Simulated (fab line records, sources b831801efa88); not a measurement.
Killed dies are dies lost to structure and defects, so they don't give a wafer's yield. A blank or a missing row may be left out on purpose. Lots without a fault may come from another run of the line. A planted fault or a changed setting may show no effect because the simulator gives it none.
Chamber matching | flow gf180mcu | GF_V1_CMP_04 on cmp-02: 4 sister chambers
The step polishes SiO2. 16 wafers are shown with their chamber, then 7 later ones without.

WAFERS WITH THEIR CHAMBER
wafer  | chamber | time_to_endpoint_s (s) | motor_current_A (A) | platen_rpm (rpm)
L422.1 | 2       | 73                     | 11.9                | 60.04
L422.2 | 0       | 79                     | 12.8                | 59.99
L422.6 | 1       | 74                     | 12.1                | 59.94
L423.3 | 3       | 82                     | 12.7                | 60.03
L423.4 | 1       | 76                     | 12.3                | 59.97
L423.6 | 0       | 85                     | 11.9                | 60.05
L424.1 | 3       | 85                     | 11.7                | 60.01
L424.4 | 0       | 81                     | 12.9                | 59.97
L424.5 | 1       | 83                     | 12.2                | 60.01
L431.1 | 1       | 76                     | 12.1                | 59.99
L431.2 | 2       | 77                     | 11.7                | 59.97
L439.1 | 1       | 81                     | 12.0                | 60.06
L439.2 | 3       | 89                     | 12.0                | 60.09
L439.5 | 1       | 85                     | 12.4                | 59.99
L440.2 | 2       | 73                     | 11.4                | 60.02
L440.3 | 1       | 78                     | 12.1                | 59.97

SIGNATURES (means of the wafers above)
reading            | chamber 0 | chamber 1 | chamber 2 | chamber 3 | scatter within a chamber
time_to_endpoint_s | 81.67     | 79.00     | 74.33     | 85.33     | 3.58
motor_current_A    | 12.533    | 12.171    | 11.667    | 12.133    | 0.338
platen_rpm         | 60.0033   | 59.9900   | 60.0100   | 60.0433   | 0.0389
Rule: a wafer's distance from a chamber is the root of the sum, over the readings, of the square of ((its reading less the chamber's mean) divided by the reading's scatter). The wafer belongs to the nearest chamber; if the next one is less than 2 further off, it can't be placed. The scatter: the root of (the sum of the squares of (reading less its chamber's mean) over the shown wafers, divided by (wafers less chambers)).

WAFERS WITHOUT THEIR CHAMBER
wafer  | time_to_endpoint_s (s) | motor_current_A (A) | platen_rpm (rpm)
L440.4 | 87                     | 13.1                | 59.97
L442.3 | 77                     | 12.2                | 59.95
L442.5 | 81                     | 11.6                | 59.99
L442.6 | 101                    | 11.6                | 59.96
L444.2 | 70                     | 12.5                | 59.95
L444.4 | 90                     | 12.8                | 60.02
L444.6 | 79                     | 11.6                | 60.06

WHICH CHAMBER EACH WENT THROUGH
wafer  | from the rows above               | in truth
L440.4 | can't be placed: 0 or 3 or 1      | 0
L442.3 | can't be placed: 1 or 0 or 2      | 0
L442.5 | can't be placed: 1 or 2 or 3 or 0 | 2
L442.6 | can't be placed: 3 or 0 or 1      | 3
L444.2 | can't be placed: 1 or 2 or 0      | 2
L444.4 | can't be placed: 3 or 0 or 1      | 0
L444.6 | can't be placed: 2 or 3 or 1 or 0 | 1
Placed correctly: 0 of 7. Can't be placed from these rows: 7 (the true chamber is among the candidates in 7). Placed wrongly: 0.
